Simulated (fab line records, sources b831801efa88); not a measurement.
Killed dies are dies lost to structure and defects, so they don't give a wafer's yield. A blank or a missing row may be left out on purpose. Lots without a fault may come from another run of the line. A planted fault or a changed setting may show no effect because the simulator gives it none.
Chamber matching | flow gf180mcu | GF_V5_CVD_02 on pecvd-03: 3 sister chambers
The step deposits SiO2 from TEOS, target thk 1450 nm, time 163.28 s. 16 wafers are shown with their chamber, then 8 later ones without.

WAFERS WITH THEIR CHAMBER
wafer  | chamber | heater_power_w (W)
L080.2 | 0       | 616
L080.3 | 2       | 619
L080.5 | 0       | 712
L082.1 | 0       | 690
L082.2 | 2       | 628
L082.3 | 1       | 721
L083.3 | 1       | 730
L083.4 | 1       | 585
L083.5 | 2       | 713
L084.3 | 0       | 711
L084.4 | 2       | 698
L084.6 | 0       | 563
L086.1 | 1       | 743
L086.2 | 2       | 586
L086.6 | 2       | 665
L087.1 | 2       | 626

SIGNATURES (means of the wafers above)
reading        | chamber 0 | chamber 1 | chamber 2 | scatter within a chamber
heater_power_w | 658.40    | 694.75    | 647.86    | 59.8
Rule: a wafer's distance from a chamber is the root of the sum, over the readings, of the square of ((its reading less the chamber's mean) divided by the reading's scatter). The wafer belongs to the nearest chamber; if the next one is less than 2 further off, it can't be placed. The scatter: the root of (the sum of the squares of (reading less its chamber's mean) over the shown wafers, divided by (wafers less chambers)).

WAFERS WITHOUT THEIR CHAMBER
wafer  | heater_power_w (W)
L087.3 | 707
L087.6 | 693
L092.2 | 700
L092.4 | 569
L092.6 | 594
L094.3 | 639
L094.5 | 569
L094.6 | 685

WHICH CHAMBER EACH WENT THROUGH
wafer  | from the rows above          | in truth
L087.3 | can't be placed: 1 or 0 or 2 | 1
L087.6 | can't be placed: 1 or 0 or 2 | 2
L092.2 | can't be placed: 1 or 0 or 2 | 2
L092.4 | can't be placed: 2 or 0 or 1 | 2
L092.6 | can't be placed: 2 or 0 or 1 | 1
L094.3 | can't be placed: 2 or 0 or 1 | 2
L094.5 | can't be placed: 2 or 0 or 1 | 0
L094.6 | can't be placed: 1 or 0 or 2 | 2
Placed correctly: 0 of 8. Can't be placed from these rows: 8 (the true chamber is among the candidates in 8). Placed wrongly: 0.
